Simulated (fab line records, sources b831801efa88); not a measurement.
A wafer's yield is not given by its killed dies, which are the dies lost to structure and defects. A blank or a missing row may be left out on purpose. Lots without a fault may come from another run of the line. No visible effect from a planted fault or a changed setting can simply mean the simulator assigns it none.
fab line records ; flow sky130
record: lots: 12; wafers: 36; lastDay: 50
route steps=708 shown LI_CONTACT@365 CONTACT@406
lots untouched by any fault: they come from a run of this same line in which no faults occurred
startH: start of the lot's first displayed wafer, in hours after the record's first day ; waitH: hours elapsed since this lot's preceding step ; " identical to the entry in the row above ; L1.1+2: a single row standing in for several wafers ; - no value present, or no start provided ; * or withheld: withheld ; < > ~ a bound
route shown NAME@n: names a module that has steps shown in the file, with the first one's number in the route ; usual: mean/standard deviation of fault-free wafers ; same: alike in all rows ; chamber/n: place in a boat ; sites: each site's reading ; _std_site: their standard deviation ; _edge_site: outer sites' mean less inner sites' ; radiusMm: for every site, how far away it sits from the centre of the wafer ; mask NAME#n: copy n ; behind: tool/chamber where the wafer was last shaped ; hold: why the lot was held/for how many hours/how that ended ; device: the transistor (n, p or np) that didn't switch ; end of line: tests run on the same wafers once the route is complete ; a step without rows: its recipe alone ; killed: at the first sort, the dies lost to defects and structure; wafer yield is something else ; map: shows each die of a wafer: x if killed, . if not, _ if none is there
set.NAME: the setting that was run; set.NAME@STEP: the one run at that earlier step ; model.NAME: the simulator's own value behind a step, which no gauge read
the route's steps for a sample of lots (tables are steps, rows are wafers)
services: when a tool's chamber went out of use (startH, in hours from the record's first day, below 0 if earlier), for how many hours, and the reason
== steps ==
step: SKY_LI_CONTACT_BOW_MEAS_03
recipe: mode: bow
usual: LI_CONTACT_BOW: 54/6.5
lot.wafer;tool;chamber;startH;waitH;LI_CONTACT_BOW[um]
L900.2;filmMetro-02;-;664.09;0.2;44
L900.4;filmMetro-02;-;664.09;0.2;54
L900.5;filmMetro-02;-;664.09;0.2;42
L902.2;filmMetro-01;-;684.80;0.3;61
L902.3;filmMetro-01;-;684.80;0.3;62
L902.5;filmMetro-01;-;684.80;0.3;56
L903.2;filmMetro-01;-;694.13;0.2;67
L903.4;filmMetro-01;-;694.13;0.2;58
L903.5;filmMetro-01;-;694.13;0.2;59
L909.1;filmMetro-01;-;738.20;0.2;55
L909.2;filmMetro-01;-;738.20;0.2;49
L909.4;filmMetro-01;-;738.20;0.2;52
L910.2;filmMetro-03;-;742.70;0.1;60
L910.4;filmMetro-03;-;742.70;0.1;56
L910.6;filmMetro-03;-;742.70;0.1;54
L911.2;filmMetro-02;-;748.90;0.3;48
L911.5;filmMetro-02;-;748.90;0.3;52
L911.6;filmMetro-02;-;748.90;0.3;59
L912.3;filmMetro-02;-;758.91;0.3;42
L912.4;filmMetro-02;-;758.91;0.3;53
L912.5;filmMetro-02;-;758.91;0.3;49
L914.1;filmMetro-01;-;772.07;0.1;54
L914.3;filmMetro-01;-;772.07;0.1;59
L914.5;filmMetro-01;-;772.07;0.1;64
L916.3;filmMetro-02;-;783.81;0.1;44
L916.4;filmMetro-02;-;783.81;0.1;57
L916.6;filmMetro-02;-;783.81;0.1;37
L917.1;filmMetro-03;-;791.77;0.2;40
L917.2;filmMetro-03;-;791.77;0.2;53
L917.3;filmMetro-03;-;791.77;0.2;48
L921.2;filmMetro-02;-;824.54;0.3;50
L921.4;filmMetro-02;-;824.54;0.3;61
L921.6;filmMetro-02;-;824.54;0.3;62
L922.3;filmMetro-01;-;829.73;0.3;56
L922.5;filmMetro-01;-;829.73;0.3;62
L922.6;filmMetro-01;-;829.73;0.3;63
step: SKY_LI_CONTACT_OVL_MEAS_13
usual: LI_CONTACT_OVL: 6/5.4
lot.wafer;tool;chamber;startH;waitH;LI_CONTACT_OVL[nm]
L900.2;overlay-01;-;693.04;0.1;3
L900.4;overlay-01;-;693.04;0.1;-1
L900.5;overlay-01;-;693.04;0.1;-1
L902.2;overlay-01;-;713.42;0.1;13
L902.3;overlay-01;-;713.42;0.1;9
L902.5;overlay-01;-;713.42;0.1;13
L903.2;overlay-01;-;722.24;0.1;7
L903.4;overlay-01;-;722.24;0.1;3
L903.5;overlay-01;-;722.24;0.1;0
L909.1;overlay-01;-;765.86;0.1;0
L909.2;overlay-01;-;765.86;0.1;3
L909.4;overlay-01;-;765.86;0.1;-1
L910.2;overlay-01;-;770.97;0.1;8
L910.4;overlay-01;-;770.97;0.1;13
L910.6;overlay-01;-;770.97;0.1;17
L911.2;overlay-02;-;776.77;0.1;10
L911.5;overlay-02;-;776.77;0.1;6
L911.6;overlay-02;-;776.77;0.1;10
L912.3;overlay-01;-;785.37;0.1;7
L912.4;overlay-01;-;785.37;0.1;6
L912.5;overlay-01;-;785.37;0.1;9
L914.1;overlay-02;-;798.29;0.1;5
L914.3;overlay-02;-;798.29;0.1;11
L914.5;overlay-02;-;798.29;0.1;10
L916.3;overlay-01;-;810.12;0.1;7
L916.4;overlay-01;-;810.12;0.1;8
L916.6;overlay-01;-;810.12;0.1;4
L917.1;overlay-01;-;818.41;0.1;5
L917.2;overlay-01;-;818.41;0.1;7
L917.3;overlay-01;-;818.41;0.1;3
L921.2;overlay-02;-;851.32;0.1;5
L921.4;overlay-02;-;851.32;0.1;0
L921.6;overlay-02;-;851.32;0.1;5
L922.3;overlay-02;-;855.72;0.1;10
L922.5;overlay-02;-;855.72;0.1;14
L922.6;overlay-02;-;855.72;0.1;15
step: SKY_LI_CONTACT_CMP_24
recipe: stopOn: PSG; tOverpolishS: 20; downForcePsi: 3.5; platenRpm: 60; targetThkNm: 0; padVelocityMS: 0.94248
usual: motorCurrentA: 10.6/1.1; overpolishRunS: 19.999/0.0094; slurryFilterDpKPa: 13.50/0.13; slurryFlowMlMin: 150.0/0.53; timeToEndpointS: 94/4.2
lot.wafer;tool;chamber;startH;waitH;motorCurrentA;overpolishRunS;slurryFilterDpKPa;slurryFlowMlMin;timeToEndpointS
L900.2;cmp-01;0;694.05;0.1;9.0;20.005;13.24;150.1;96
L900.4;cmp-01;1;694.05;0.1;11.7;19.999;13.38;149.1;93
L900.5;cmp-01;2;694.05;0.1;12.3;19.991;13.52;150.0;95
L902.2;cmp-02;1;714.31;0.0;9.7;19.988;13.71;149.9;99
L902.3;cmp-02;2;714.31;0.0;11.8;20.002;13.53;149.8;88
L902.5;cmp-02;2;714.31;0.0;11.6;19.991;13.56;149.5;90
L903.4;cmp-02;1;723.23;0.1;9.8;19.994;13.67;150.6;97
L903.2;cmp-02;2;723.23;0.1;11.9;20.013;13.76;149.7;90
L903.5;cmp-02;3;723.23;0.1;10.2;20.002;13.47;150.4;97
L909.1;cmp-02;2;766.78;0.1;11.6;19.984;13.49;149.3;86
L909.4;cmp-02;3;766.78;0.1;10.0;19.991;13.44;149.1;95
L909.2;cmp-02;1;766.78;0.1;10.3;20.004;13.39;150.2;93
L910.4;cmp-02;2;771.86;0.0;11.2;20.015;13.50;150.2;84
L910.2;cmp-02;0;771.86;0.0;9.6;19.986;13.41;150.2;86
L910.6;cmp-02;3;771.86;0.0;10.1;20.007;13.59;150.0;93
L911.2;cmp-01;3;777.76;0.1;12.0;19.986;13.38;149.2;103
L911.5;cmp-01;1;777.76;0.1;12.2;19.984;13.58;150.0;91
L911.6;cmp-01;2;777.76;0.1;12.2;20.003;13.72;149.7;91
L912.4;cmp-01;0;786.33;0.1;8.8;19.991;13.49;149.1;91
L912.3;cmp-01;2;786.33;0.1;11.6;20.000;13.52;150.2;88
L912.5;cmp-01;0;786.33;0.1;8.9;20.010;13.25;149.9;91
L914.1;cmp-02;1;799.19;0.1;10.3;20.002;13.51;150.8;97
L914.3;cmp-02;3;799.19;0.1;10.3;20.008;13.57;150.2;99
L914.5;cmp-02;2;799.19;0.1;11.5;20.003;13.49;150.4;88
L916.3;cmp-02;2;811.05;0.0;11.7;20.010;13.47;150.5;88
L916.4;cmp-02;1;811.05;0.0;10.3;20.001;13.70;150.8;91
L916.6;cmp-02;3;811.05;0.0;10.1;19.984;13.30;149.5;95
L917.3;cmp-02;3;819.31;0.0;10.3;19.986;13.58;149.1;93
L917.2;cmp-02;0;819.31;0.0;9.6;20.007;13.74;149.4;92
L917.1;cmp-02;1;819.31;0.0;9.7;19.975;13.54;149.4;93
L921.2;cmp-02;2;852.44;0.3;11.4;20.013;13.52;150.4;90
L921.4;cmp-02;0;852.44;0.3;9.7;20.003;13.63;149.4;89
L921.6;cmp-02;3;852.44;0.3;9.8;19.987;13.55;148.9;97
L922.3;cmp-02;0;857.23;0.5;9.6;19.996;13.58;149.7;90
L922.5;cmp-02;0;857.23;0.5;9.5;19.993;13.61;150.3;94
L922.6;cmp-02;1;857.23;0.5;10.0;20.018;13.54;149.6;94
step: SKY_CONTACT_CVD_00
recipe: material: Si3N4; targetThkNm: 75; tempC: 400; timeS: withheld; rfW: 450
usual: heaterPowerW: 722/70
lot.wafer;tool;chamber;startH;waitH;heaterPowerW
L900.2;pecvd-04;1;723.40;0.0;685
L900.4;pecvd-04;2;723.40;0.0;697
L900.5;pecvd-04;1;723.40;0.0;675
L902.2;pecvd-03;1;743.64;0.0;765
L902.3;pecvd-03;2;743.64;0.0;745
L902.5;pecvd-03;1;743.64;0.0;775
L903.2;pecvd-04;2;752.03;0.0;721
L903.4;pecvd-04;1;752.03;0.0;685
L903.5;pecvd-04;2;752.03;0.0;705
L909.1;pecvd-04;2;794.52;0.0;727
L909.2;pecvd-04;0;794.52;0.0;705
L909.4;pecvd-04;0;794.52;0.0;723
L910.2;pecvd-02;2;799.49;0.0;797
L910.4;pecvd-02;1;799.49;0.0;710
L910.6;pecvd-02;1;799.49;0.0;720
L911.2;pecvd-03;0;805.49;0.0;668
L911.5;pecvd-03;2;805.49;0.0;646
L911.6;pecvd-03;0;805.49;0.0;651
L912.3;pecvd-04;0;814.42;0.0;837
L912.4;pecvd-04;0;814.42;0.0;805
L912.5;pecvd-04;2;814.42;0.0;677
L914.1;pecvd-02;1;827.21;0.0;660
L914.3;pecvd-02;0;827.21;0.0;664
L914.5;pecvd-02;0;827.21;0.0;640
L914.1;pecvd-02;1;827;-;656
L914.3;pecvd-02;0;827;-;651
L914.5;pecvd-02;0;827;-;637
L916.3;pecvd-02;0;838.52;0.0;702
L916.4;pecvd-02;0;838.52;0.0;698
L916.6;pecvd-02;1;838.52;0.0;645
L916.3;pecvd-02;0;838;-;690
L916.4;pecvd-02;0;838;-;705
L916.6;pecvd-02;1;838;-;651
L917.1;pecvd-04;0;846.52;0.0;828
L917.2;pecvd-04;2;846.52;0.0;718
L917.3;pecvd-04;0;846.52;0.0;813
L921.2;pecvd-02;1;879.96;0.0;656
L921.4;pecvd-02;2;879.96;0.0;794
L921.6;pecvd-02;0;879.96;0.0;641
L922.3;pecvd-04;1;885.01;0.0;783
L922.5;pecvd-04;0;885.01;0.0;727
L922.6;pecvd-04;1;885.01;0.0;793
step: SKY_CONTACT_THK_MEAS_01
recipe: reads: Si3N4_of_CONTACT_CVD_00
usual: CONTACT_CVD_00_THK: 74.9/0.94
lot.wafer;tool;chamber;startH;waitH;CONTACT_CVD_00_THK[nm]
L900.2;filmMetro-02;-;723.45;-;74.8
L900.4;filmMetro-02;-;723.45;-;75.7
L900.5;filmMetro-02;-;723.45;-;76.7
L902.2;filmMetro-02;-;743.68;-;74.5
L902.3;filmMetro-02;-;743.68;-;75.7
L902.5;filmMetro-02;-;743.68;-;75.6
L903.2;filmMetro-02;-;752.08;-;74.8
L903.4;filmMetro-02;-;752.08;-;76.9
L903.5;filmMetro-02;-;752.08;-;76.3
L909.1;filmMetro-01;-;794.55;-;74.7
L909.2;filmMetro-01;-;794.55;-;75.2
L909.4;filmMetro-01;-;794.55;-;76.6
L910.2;filmMetro-01;-;799.55;-;74.3
L910.4;filmMetro-01;-;799.55;-;74.8
L910.6;filmMetro-01;-;799.55;-;73.5
L911.2;filmMetro-01;-;805.53;-;73.4
L911.5;filmMetro-01;-;805.53;-;74.1
L911.6;filmMetro-01;-;805.53;-;74.7
L912.3;filmMetro-04;-;814.47;-;73.9
L912.4;filmMetro-04;-;814.47;-;74.0
L912.5;filmMetro-04;-;814.47;-;75.0
L914.1;filmMetro-01;-;827.45;-;146.9
L914.3;filmMetro-01;-;827.45;-;148.0
L914.5;filmMetro-01;-;827.45;-;150.6
L916.3;filmMetro-01;-;838.77;-;148.8
L916.4;filmMetro-01;-;838.77;-;151.5
L916.6;filmMetro-01;-;838.77;-;150.0
L917.1;filmMetro-04;-;846.57;-;74.4
L917.2;filmMetro-04;-;846.57;-;74.7
L917.3;filmMetro-04;-;846.57;-;75.1
L921.2;filmMetro-04;-;880.01;-;73.2
L921.4;filmMetro-04;-;880.01;-;75.5
L921.6;filmMetro-04;-;880.01;-;74.9
L922.3;filmMetro-02;-;885.06;-;73.7
L922.5;filmMetro-02;-;885.06;-;75.1
L922.6;filmMetro-02;-;885.06;-;74.0
step: SKY_CONTACT_ETCH_18
recipe: target: Si3N4; chemistry: CHF3/O2; stopOn: TiN; sourceW: 600; biasW: 200; pressureMtorr: 40; chf3FlowSccm: 50; O2_flow_sccm: 5; timeS: 39; targetDepthA: 750
usual: drypumpMotorCurrentA: 5.7/0.43; oesProductAu: 0.854/0.0077; throttleValvePct: 8.792/0.0099
same: timeS: 39
lot.wafer;tool;chamber;startH;waitH;drypumpMotorCurrentA;oesProductAu;rfHoursCounterH;throttleValvePct
L900.2;rieDiel-02;3;-;-;5.8;0.852;37;8.794
L900.4;rieDiel-02;0;-;-;5.1;0.856;13;8.800
L900.5;rieDiel-02;3;-;-;5.8;0.874;-;8.809
L902.2;rieDiel-02;1;-;-;5.7;0.845;7;8.792
L902.3;rieDiel-02;0;-;-;5.1;0.863;14;8.790
L902.5;rieDiel-02;3;-;-;5.8;0.858;-;8.790
L903.2;rieDiel-02;0;-;-;5.1;0.845;14;8.790
L903.4;rieDiel-02;3;-;-;5.8;0.867;38;8.797
L903.5;rieDiel-02;0;-;-;5.1;0.861;-;8.793
L909.1;rieDiel-04;0;-;-;5.8;0.861;12;8.786
L909.2;rieDiel-04;1;-;-;5.2;0.859;8;8.781
L909.4;rieDiel-04;3;-;-;6.0;0.873;5;8.791
L910.2;rieDiel-04;2;-;-;6.2;0.854;1;8.790
L910.4;rieDiel-04;1;-;-;5.2;0.852;8;8.793
L910.6;rieDiel-04;0;-;-;5.8;0.846;-;8.787
L911.2;rieDiel-01;1;-;-;6.0;0.845;32;8.793
L911.5;rieDiel-01;2;-;-;6.2;0.846;-;8.791
L911.6;rieDiel-01;3;-;-;5.1;0.857;-;8.794
L912.3;rieDiel-02;2;-;-;5.6;0.847;12;8.793
L912.4;rieDiel-02;2;-;-;5.6;0.851;-;8.784
L912.5;rieDiel-02;1;-;-;5.7;0.857;-;8.796
L914.1;rieDiel-04;0;-;-;5.8;0.996;13;8.821
L914.3;rieDiel-04;2;-;-;6.2;0.993;2;8.835
L914.5;rieDiel-04;1;-;-;5.2;1.005;-;8.831
L916.3;rieDiel-04;2;-;-;6.2;0.991;3;8.811
L916.4;rieDiel-04;1;-;-;5.2;0.992;9;8.825
L916.6;rieDiel-04;2;-;-;6.2;0.985;-;8.826
L917.1;rieDiel-01;2;-;-;6.2;0.850;17;8.800
L917.2;rieDiel-01;3;-;-;5.1;0.852;21;8.791
L917.3;rieDiel-01;1;-;-;6.1;0.851;34;8.784
L921.2;rieDiel-04;1;-;-;5.2;0.839;11;8.788
L921.4;rieDiel-04;2;-;-;6.2;0.863;4;8.833
L921.6;rieDiel-04;3;-;-;6.0;0.855;-;8.798
L922.3;rieDiel-02;2;-;-;5.6;0.842;15;8.805
L922.5;rieDiel-02;3;-;-;5.8;0.850;-;8.799
L922.6;rieDiel-02;0;-;-;5.1;0.846;-;8.791
== services ==
tool;chamber;startH;hours;kind
rieDiel-04;2;673.12;32.8;repair
rieDiel-04;3;728.49;32.6;repair
pecvd-04;-;733.76;0.9;repair
cmp-02;-;744.00;4.0;pm
pecvd-02;-;746.41;1.0;repair
cmp-01;-;749.74;6.5;pm
rieDiel-02;3;753.63;2.9;repair
pecvd-02;-;755.39;2.8;pm
cmp-02;-;756.33;7.5;pm
pecvd-02;1;763.00;6.4;repair
pecvd-04;-;774.87;2.8;pm
cmp-02;-;775.60;3.1;repair
rieDiel-02;0;783.66;25.7;repair
cmp-01;-;793.64;3.1;repair
rieDiel-02;2;809.33;13.5;repair
cmp-01;-;813.94;20.4;pm
rieDiel-02;0;838.16;15.1;repair
cmp-02;-;846.09;0.5;repair
cmp-01;-;852.52;1.3;repair
cmp-01;-;861.66;0.2;repair
pecvd-02;-;867.70;1.0;repair
cmp-02;-;871.81;4.7;pm
cmp-01;-;873.86;0.3;repair
cmp-02;-;880.40;4.4;repair
== key ==
firstSign: step: SKY_CONTACT_CVD_00; reading: visit; direction: added
effect: step: SKY_CONTACT_THK_MEAS_01; reading: CONTACT_CVD_00_THK; direction: up; sigmas: 80; usual: 74.9; struck: 149.3
effect: step: SKY_CONTACT_ETCH_18; reading: oesProductAu; direction: up; sigmas: 18; usual: 0.854; struck: 0.994
metAt SKY_CONTACT_CVD_00
struckLots L914,L916
rowsEnd L914.1,L914.3,L914.5,L916.3,L916.4,L916.6
notActingAt SKY_LI_CONTACT_BOW_MEAS_03,SKY_LI_CONTACT_OVL_MEAS_13,SKY_LI_CONTACT_CMP_24
fault: kind: repeatedStepWhole; tool: pecvd-02,pecvd-03,pecvd-04; chamber: -; onsetH: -; steps: SKY_CONTACT_CVD_00; times: 1; scope: struckLotsOnly
rowsEnd: these wafers met a further fault down the route, and their rows from its step on are left out
